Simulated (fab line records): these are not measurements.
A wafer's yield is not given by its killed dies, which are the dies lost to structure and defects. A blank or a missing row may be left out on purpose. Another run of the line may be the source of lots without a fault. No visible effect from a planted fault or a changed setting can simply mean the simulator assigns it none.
fab line records	flow sky130
[record] lots = 6	wafers = 18	lastDay = 50
route steps=708 shown CAP2M@611 METAL4@621 PAD_OPEN@708
lots that met no fault: taken from a fault-free run of the same line
startH: hours from the record's first day to the start of the lot's first wafer shown	waitH: how many hours have passed since the lot's step before this one	" same as the row above	L1.1+2: a single row standing in for several wafers	- no value, or no start given	* or withheld: withheld	< > ~ a bound
route shown NAME@n: names a module that has steps shown in the file, with the first one's number in the route	usual: mean/standard deviation taken from wafers without a fault	same: alike in all rows	chamber/n: place in a boat	sites: per-site readings	_std_site: standard deviation across them	_edge_site: the outer-site mean with the inner-site mean subtracted	radiusMm: for every site, how far away it sits from the centre of the wafer	mask NAME#n: copy n	behind: the last tool/chamber to shape the wafer	hold: cause of the lot's hold/its duration in hours/its outcome	device: the transistor (n, p or np) that didn't switch	end of line: tests of these same wafers at the route's end	a step with no rows: only its recipe	killed: dies lost to structure and defects at the first sort, not the wafer's yield	map: a wafer's dies, marking killed ones x, the rest . and places with no die _
set.NAME: the setting the step ran with; set.NAME@STEP: the setting that earlier step ran with	model.NAME: the simulator's own value behind a step, which no gauge read
lots seen at some steps along the route; tables by step, rows by wafer
services: the hour from which a tool's chamber was out of use, counted from the record's first day as startH (under 0 if before that day), plus the number of hours and why
[[steps]]
[step SKY_CAP2M_SOFTBAKE_08]
[recipe] tempC = 90	timeS = 60	resist = NOVOLAK
[step SKY_CAP2M_EXPOSE_09]
[recipe] maskId = CAP2M	na = 0.6	sourceShape = conventional	sigmaOuter = 0.6	polarization = unpolarized	targetCdNm = 1000	doseMj = 159
[step SKY_CAP2M_PEB_10]
[recipe] tempC = withheld	timeS = *	resist = NOVOLAK
[step SKY_CAP2M_DEVELOP_11]
[recipe] resist = NOVOLAK	developer = TMAH	developTimeS = 60	devTempC = 23
[step SKY_CAP2M_OVL_MEAS_12]
[usual] CAP2M_OVL = 0.5/1.5
lot.wafer	tool	chamber	startH	waitH	CAP2M_OVL[nm]
L734.3	overlay-02	-	968.65	0.1	-0.1
L734.4	"	-	"	"	0.9
L734.6	"	-	"	"	-1.7
L740.2	overlay-02	-	1021.85	0.1	1.6
L740.3	"	-	"	"	1.1
L740.4	"	-	"	"	0.2
L745.3	overlay-02	-	1049.55	0.1	0.1
L745.4	"	-	"	"	-0.1
L745.6	"	-	"	"	1.7
L746.2	overlay-01	-	1056.42	0.1	2.7
L746.3	"	-	"	"	1.8
L746.4	"	-	"	"	3.2
L750.1	overlay-01	-	1086.86	0.1	1.9
L750.2	"	-	"	"	-0.1
L750.6	"	-	"	"	0.8
L752.2	overlay-01	-	1089.47	0.1	1.0
L752.3	"	-	"	"	3.0
L752.6	"	-	"	"	0.7
[step SKY_CAP2M_METAL_ETCH_13]
[recipe] targetDepthNm = 220	stopOn = SiO2	chemistry = Cl2/BCl3	target = TiN	pressureMtorr = 10	icpW = 900	biasW = 48.5	Cl2_flow_sccm = 60	bcl3FlowSccm = 30	timeS = 62.9
[usual] drypumpMotorCurrentA = 5.9/0.45	oesProductAu = 0.940/0.0074	throttleValvePct = 21.902/0.0095
lot.wafer	tool	chamber	startH	waitH	drypumpMotorCurrentA	oesProductAu	rfHoursCounterH	throttleValvePct
L734.3	rieMetal-04	0	968.70	0.0	5.7	0.933	-	21.893
L734.4	"	1	"	"	6.5	0.932	-	21.910
L734.6	"	0	"	"	5.7	0.931	-	21.915
L740.2	rieMetal-04	0	1021.88	0.0	5.7	0.939	5	21.904
L740.3	"	1	"	"	6.4	0.933	-	21.903
L740.4	"	0	"	"	5.7	0.933	-	21.894
L745.3	rieMetal-01	1	1049.60	0.0	5.1	0.941	-	21.898
L745.4	"	0	"	"	5.9	0.935	-	21.911
L745.6	"	0	"	"	5.9	0.935	-	21.898
L746.2	rieMetal-01	0	1056.45	0.0	5.9	0.928	16	21.897
L746.3	"	0	"	"	5.9	0.939	-	21.901
L746.4	"	1	"	"	5.1	0.945	-	21.896
L750.1	rieMetal-01	1	1086.90	0.0	5.1	0.934	17	21.890
L750.2	"	0	"	"	5.9	0.937	18	21.898
L750.6	"	0	"	"	5.9	0.938	-	21.895
L752.2	rieMetal-04	1	1089.50	0.0	6.5	0.941	15	21.913
L752.3	"	0	"	"	5.7	0.930	-	21.916
L752.6	"	0	"	"	5.7	0.938	-	21.894
[step SKY_CAP2M_STRIP_14]
[recipe] chemistry = O2/N2	powerW = 1400	pressureMtorr = 1500	platenTempC = withheld	o2FlowSccm = 3000	n2FlowSccm = 300	overashFraction = 0.5
[usual] drypumpMotorCurrentA = 5.7/0.34	o2FlowSccm = 2999/8.9	oesProductAu = 0.710/0.0041	stripTimeToEndpointS = 12.67/0.041
lot.wafer	tool	chamber	startH	waitH	drypumpMotorCurrentA	o2FlowSccm	oesProductAu	rfHoursCounterH	stripTimeToEndpointS
L734.3	plasmaAsher-02	1	968.79	0.1	5.9	3001	0.708	-	12.63
L734.4	"	0	"	"	5.8	2984	0.714	-	12.70
L734.6	"	1	"	"	5.9	3021	0.705	-	12.69
L740.2	plasmaAsher-01	1	1021.95	0.1	5.9	2996	0.704	28	12.69
L740.3	"	0	"	"	5.3	2990	0.710	-	12.73
L740.4	"	1	"	"	5.9	3007	0.711	-	12.67
L745.3	plasmaAsher-03	1	1049.69	0.1	6.1	3008	0.716	-	12.55
L745.4	"	0	"	"	4.8	3008	0.715	-	12.67
L745.6	"	0	"	"	4.8	2992	0.714	-	12.64
L746.2	plasmaAsher-02	0	1056.53	0.1	5.8	2991	0.709	61	12.67
L746.3	"	1	"	"	5.9	2988	0.704	-	12.72
L746.4	"	0	"	"	5.8	2995	0.709	-	12.65
L750.1	plasmaAsher-01	0	1086.98	0.1	5.3	2994	0.715	35	12.66
L750.2	"	1	"	"	5.9	3008	0.714	35	12.68
L750.6	"	1	"	"	6.0	3001	0.711	-	12.68
L752.2	plasmaAsher-02	0	1089.58	0.1	5.8	3002	0.710	64	12.63
L752.3	"	1	"	"	5.9	3001	0.706	-	12.59
L752.6	"	1	"	"	5.9	2993	0.713	-	12.59
[step SKY_CAP2M_STRIP_15]
[recipe] chemistry = postEtchResidueRemover	timeS = 1200	tempC = 72.5
[step SKY_CAP2M_CLEAN_16]
[recipe] chemistry = IPA	timeS = 180	tempC = 25
[step SKY_CAP2M_CLEAN_17]
[recipe] chemistry = O3/DIW	dry = n2Spin
[step SKY_METAL4_DEHYDRATE_05]
[recipe] tempC = 200	timeS = 60
[step SKY_METAL4_HMDS_06]
[recipe] primeTimeS = 60	primeTempC = 120
[step SKY_METAL4_COAT_07]
[recipe] resist = BARC	tempC = withheld	timeS = withheld	spinRpm = 3000	resistThkNm = 60
[usual] dispensePressureKPa = 48/4.2	spinSpeedRpm = 3000.5/2
lot.wafer	tool	chamber	startH	waitH	dispensePressureKPa	spinSpeedRpm
L734.3	lithoTrack-01	0	979.94	0.1	51	3002.4
L734.4	"	0	"	"	51	3002.0
L734.6	"	0	"	"	51	3002.2
L740.2	lithoTrack-03	0	1034.05	0.1	42	2997.2
L740.3	"	0	"	"	42	3001.8
L740.4	"	0	"	"	42	2998.3
L745.3	lithoTrack-02	0	1061.91	0.1	51	3002.8
L745.4	"	0	"	"	51	3005.0
L745.6	"	0	"	"	51	3002.7
L746.2	lithoTrack-03	0	1067.20	0.1	42	2606.8
L746.3	"	0	"	"	42	2605.2
L746.4	"	0	"	"	42	2608.0
L750.1	lithoTrack-03	0	1096.43	0.1	42	2604.7
L750.2	"	0	"	"	42	2608.0
L750.6	"	0	"	"	42	2604.9
L752.2	lithoTrack-02	0	1099.54	0.1	51	2998.4
L752.3	"	0	"	"	51	2998.3
L752.6	"	0	"	"	51	2999.0
[step SKY_METAL4_COAT_08]
[recipe] resist = KrF-thick	spinRpm = 3000	resistThkNm = 1140
[step SKY_METAL4_SOFTBAKE_09]
[recipe] tempC = 100	timeS = 90	resist = KrF-thick
[step SKY_METAL4_EXPOSE_10]
[recipe] maskId = MM4	na = 0.68	sourceShape = annular	sigmaInner = 0.4	sigmaOuter = 0.8	targetCdNm = 300	doseMj = 28
[step SKY_METAL4_PEB_11]
[recipe] pebTempC = withheld	pebTimeS = withheld	resist = KrF-thick
[step SKY_METAL4_DEVELOP_12]
[recipe] developTimeS = 60	resist = KrF-thick	devTempC = 21
[step SKY_METAL4_CD_MEAS_13]
[recipe] targetCdNm = 300
[usual] cdNm = 299.9/1.4
lot.wafer	tool	chamber	startH	waitH	cdNm
L734.3	cdSem-02	-	992.37	-	302.0
L734.4	"	-	"	"	301.5
L734.6	"	-	"	"	301.0
L740.2	cdSem-02	-	1044.56	-	302.8
L740.3	"	-	"	"	300.6
L740.4	"	-	"	"	301.0
L745.3	cdSem-02	-	1071.15	-	300.7
L745.4	"	-	"	"	299.7
L745.6	"	-	"	"	300.8
L746.2	cdSem-02	-	1077.53	-	300.8
L746.3	"	-	"	"	299.9
L746.4	"	-	"	"	301.9
L750.1	cdSem-02	-	1107.93	-	300.2
L750.2	"	-	"	"	301.3
L750.6	"	-	"	"	301.1
L752.2	cdSem-02	-	1110.41	-	300.4
L752.3	"	-	"	"	301.3
L752.6	"	-	"	"	300.5
[step SKY_METAL4_OVL_MEAS_14]
[usual] METAL4_OVL = 1/4.9
lot.wafer	tool	chamber	startH	waitH	METAL4_OVL[nm]
L734.3	overlay-02	-	992.46	0.1	-1
L734.4	"	-	"	"	0
L734.6	"	-	"	"	-5
L740.2	overlay-01	-	1044.67	0.1	8
L740.3	"	-	"	"	5
L740.4	"	-	"	"	9
L745.3	overlay-01	-	1071.25	0.1	3
L745.4	"	-	"	"	5
L745.6	"	-	"	"	2
L746.2	overlay-02	-	1077.64	0.1	5
L746.3	"	-	"	"	5
L746.4	"	-	"	"	3
L750.1	overlay-02	-	1108.05	0.1	1
L750.2	"	-	"	"	5
L750.6	"	-	"	"	1
L752.2	overlay-01	-	1110.52	0.1	-9
L752.3	"	-	"	"	-3
L752.6	"	-	"	"	-4
[step SKY_METAL4_DESCUM_15]
[recipe] chemistry = O2	sourcePowerW = 150	biasPowerW = 0	pressureMtorr = 10	tempC = 40	timeS = 8
[usual] drypumpMotorCurrentA = 5.6/0.39	oesProductAu = 0.999/0.007
lot.wafer	tool	chamber	startH	waitH	drypumpMotorCurrentA	oesProductAu	rfHoursCounterH
L734.3	rieMetal-03	0	992.50	0.0	5.8	1.012	-
L734.4	"	1	"	"	5.1	1.005	-
L734.6	"	0	"	"	5.8	1.004	-
L740.2	rieMetal-03	0	1044.70	0.0	5.8	0.998	15
L740.3	"	1	"	"	5.1	0.982	-
L740.4	"	0	"	"	5.8	1.003	-
L745.3	rieMetal-02	0	1071.28	0.0	6.1	1.006	-
L745.4	"	1	"	"	5.4	1.012	-
L745.6	"	1	"	"	5.4	1.004	-
L746.2	rieMetal-01	1	1077.67	0.0	5.1	1.001	16
L746.3	"	1	"	"	5.1	1.006	-
L746.4	"	0	"	"	5.9	0.995	-
L750.1	rieMetal-01	0	1108.08	0.0	5.9	0.995	20
L750.2	"	0	"	"	5.9	0.995	-
L750.6	"	0	"	"	5.9	0.991	-
L752.2	rieMetal-01	0	1110.56	0.0	5.9	0.997	-
L752.3	"	0	"	"	5.9	0.993	-
L752.6	"	0	"	"	5.9	0.999	-
[step SKY_METAL4_ETCH_16]
[recipe] chemistry = N2/H2	target = BARC	ionEnergyEv = 200	biasW = 100	pressureMtorr = 30	n2FlowSccm = 100	h2FlowSccm = 200	icpW = 500	stopOn = SiO2	timeS = 88.2	targetDepthA = 600
[usual] drypumpMotorCurrentA = 5.6/0.39	oesProductAu = 0.626/0.0046	throttleValvePct = 13.206/0.0084
lot.wafer	tool	chamber	startH	waitH	drypumpMotorCurrentA	oesProductAu	rfHoursCounterH	throttleValvePct	model.etch.depthNm
L734.3	rieMetal-03	0	992.55	0.0	5.8	0.623	-	13.214	60.09
L734.4	"	1	"	"	5.1	0.637	-	13.200	59.95
L734.6	"	0	"	"	5.8	0.622	-	13.202	59.73
L740.2	rieMetal-03	0	1044.73	0.0	5.7	0.621	15	13.196	59.96
L740.3	"	1	"	"	5.1	0.625	-	13.211	60.11
L740.4	"	0	"	"	5.7	0.619	-	13.209	60.03
L745.3	rieMetal-02	0	1071.33	0.0	6.1	0.627	-	13.204	60.38
L745.4	"	1	"	"	5.4	0.630	-	13.203	60.38
L745.6	"	1	"	"	5.4	0.628	-	13.209	60.28
L746.2	rieMetal-01	1	1077.70	0.0	5.1	0.646	16	13.198	64.77
L746.3	"	1	"	"	5.1	0.654	-	13.221	64.79
L746.4	"	0	"	"	6.0	0.642	-	13.184	64.56
L750.1	rieMetal-01	0	1108.15	0.1	5.9	0.640	20	13.220	64.19
L750.2	"	0	"	"	5.9	0.634	-	13.204	64.29
L750.6	"	0	"	"	6.0	0.643	-	13.210	64.37
L752.2	rieMetal-01	0	1110.64	0.1	6.0	0.628	-	13.215	60.04
L752.3	"	0	"	"	5.9	0.620	-	13.194	60.15
L752.6	"	0	"	"	5.9	0.624	-	13.201	60.26
[step SKY_METAL4_ETCH_17]
[recipe] target = SiO2	stopOn = TiN	chemistry = C4F8/O2/Ar	sourceW = 1500	biasW = 1200	pressureMtorr = 40	c4f8FlowSccm = withheld	O2_flow_sccm = 6	Ar_flow_sccm = 300	timeS = 3.9	targetDepthA = 150
[usual] oesProductAu = 0.755/0.007
lot.wafer	tool	chamber	startH	waitH	oesProductAu
L734.3	rieDiel-04	1	992.62	0.0	0.761
L734.4	"	0	"	"	0.760
L734.6	"	1	"	"	0.756
L740.2	rieDiel-03	0	1044.83	0.1	0.753
L740.3	"	3	"	"	0.758
L740.4	"	2	"	"	0.760
L745.3	rieDiel-02	2	1071.40	0.0	0.761
L745.4	"	3	"	"	0.758
L745.6	"	3	"	"	0.763
L746.2	rieDiel-03	0	1077.80	0.1	0.751
L746.3	"	3	"	"	0.740
L746.4	"	3	"	"	0.753
L750.1	rieDiel-02	0	1108.34	0.2	0.766
L750.2	"	3	"	"	0.764
L750.6	"	0	"	"	0.754
L752.2	rieDiel-04	0	1110.81	0.1	0.749
L752.3	"	1	"	"	0.756
L752.6	"	2	"	"	0.760
[step SKY_PAD_OPEN_PROBE_99]
[usual] defectLimitedYield = 82.2/1.8	killed_at_M0_to_M3 = 44/6	killed_at_M4_up = 3.3/2.1	killedAtContacts = 25/5.5	killedAtFrontEnd = 15/4.3	killedAtOther = 0.2/0.41	killedDies = 88/9.1	killedOpen = 48/6.6	killedShort = 39/6.7	sort_bin_3_pad_short = 0.9/0.4	sort_bin_5_function = 10.4/1.5	sort_bin_6_memory = 6.5/1.1	sortNPass = 404/9.1	sortYieldPct = 82.2/1.8
[same] grossDies = 492	killedAtBackSide = 0	sort_bin_4_leakage[%] = 0	sort_bin_8_speed[%] = 0
lot.wafer	tool	chamber	startH	waitH	defectLimitedYield[%]	killed_at_M0_to_M3	killed_at_M4_up	killedAtContacts	killedAtFrontEnd	killedAtOther	killedDies	killedOpen	killedShort	sort_bin_3_pad_short[%]	sort_bin_5_function[%]	sort_bin_6_memory[%]	sortNPass	sortYieldPct[%]
L745.3	prober-02	-	1157.17	0.2	83.3	38	6	22	16	0	82	42	39	1.2	7.9	7.5	410	83.3
L746.2	prober-01	-	1161.75	0.1	82.5	37	0	32	17	0	86	46	40	0.8	10.8	5.9	406	82.5
L746.3	prober-01	-	1161.80	0.2	83.5	38	5	25	12	1	81	43	37	0.2	10.0	6.3	411	83.5
L746.4	prober-01	-	1161.85	0.2	82.1	49	2	25	12	0	88	47	41	1.0	12.8	4.1	404	82.1
// killed by level:class
L745.3 CONTACT:geometricParticle:open=10 VIA1:geometricParticle:open=9 POLY_GATE:geometricParticle:short=6 VIA1:geometricParticle:short=6 CONTACT:geometricParticle:short=5 LI_CONTACT:geometricParticle:open=4 METAL1:geometricParticle:short=4 VIA3:geometricParticle:open=4
L746.2 CONTACT:geometricParticle:open=11 VIA1:geometricParticle:open=9 POLY_GATE:geometricParticle:short=8 VIA2:geometricParticle:open=7 LOCAL_INTERCONNECT:geometricParticle:short=6 POLY_GATE:geometricParticle:open=5 LI_CONTACT:geometricParticle:open=5 CONTACT:geometricParticle:short=5
L746.3 VIA1:geometricParticle:short=10 VIA1:geometricParticle:open=8 VIA2:geometricParticle:open=8 CONTACT:geometricParticle:short=7 CONTACT:geometricParticle:open=7 VIA3:geometricParticle:open=5 METAL4:geometricParticle:short=4 FIELD_ISO:geometricParticle:short=3
L746.4 VIA1:geometricParticle:open=11 LI_CONTACT:geometricParticle:open=8 METAL1:geometricParticle:short=8 CONTACT:geometricParticle:open=7 VIA2:geometricParticle:open=7 VIA3:geometricParticle:open=6 LOCAL_INTERCONNECT:geometricParticle:short=4 VIA2:geometricParticle:short=4
[[services]]
tool	chamber	startH	hours	kind
rieDiel-02	0	947.90	12.3	repair
rieMetal-01	-	954.43	2.8	pm
rieMetal-03	-	971.97	0.5	repair
rieMetal-02	-	973.21	2.7	repair
rieDiel-03	1	989.94	2.1	repair
rieDiel-04	-	993.40	0.4	repair
rieMetal-02	-	1009.11	2.1	repair
plasmaAsher-03	-	1021.19	6.6	repair
plasmaAsher-01	-	1028.74	1.6	repair
rieDiel-02	1	1041.46	6.1	repair
rieDiel-03	1	1044.98	3.5	repair
rieDiel-03	0	1045.85	3.9	repair
rieDiel-02	3	1049.37	3.6	repair
plasmaAsher-03	-	1055.25	9.0	pm
plasmaAsher-03	0	1055.25	9.0	ventCycle
plasmaAsher-03	1	1055.25	9.0	ventCycle
plasmaAsher-03	0	1064.25	-	clean
plasmaAsher-03	1	1064.25	-	clean
rieDiel-03	1	1072.13	7.4	repair
rieMetal-01	0	1087.74	5.5	repair
rieMetal-01	1	1089.90	21.7	repair
rieDiel-02	1	1106.24	9.1	repair
rieMetal-04	-	1107.30	2.8	pm
[[key]]
[firstSign] step = SKY_METAL4_COAT_07	reading = spinSpeedRpm	direction = down	sigmas = 99+	usual = 3000.5	struck = 2606.3
[effect] step = SKY_METAL4_ETCH_16	reading = oesProductAu	direction = up	sigmas = 3.8	usual = 0.626	struck = 0.643
[modelEffect] step = SKY_METAL4_ETCH_16	value = etch.depthNm	without = 60.1	struck = 64.5
metAt SKY_METAL4_COAT_07
struckWafers L746.2,L746.3,L746.4,L750.1,L750.2,L750.6
onsetBetween 1034.05 1067.20
[fault] kind = processParameterDrift	tool = lithoTrack-03	chamber = -	onsetH = 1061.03	steps = SKY_METAL4_COAT_07	channel = spinRpm	offset = -395.41	shape = step	endH = 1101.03	actsIn = theseRecipesOnly	stated = 3000
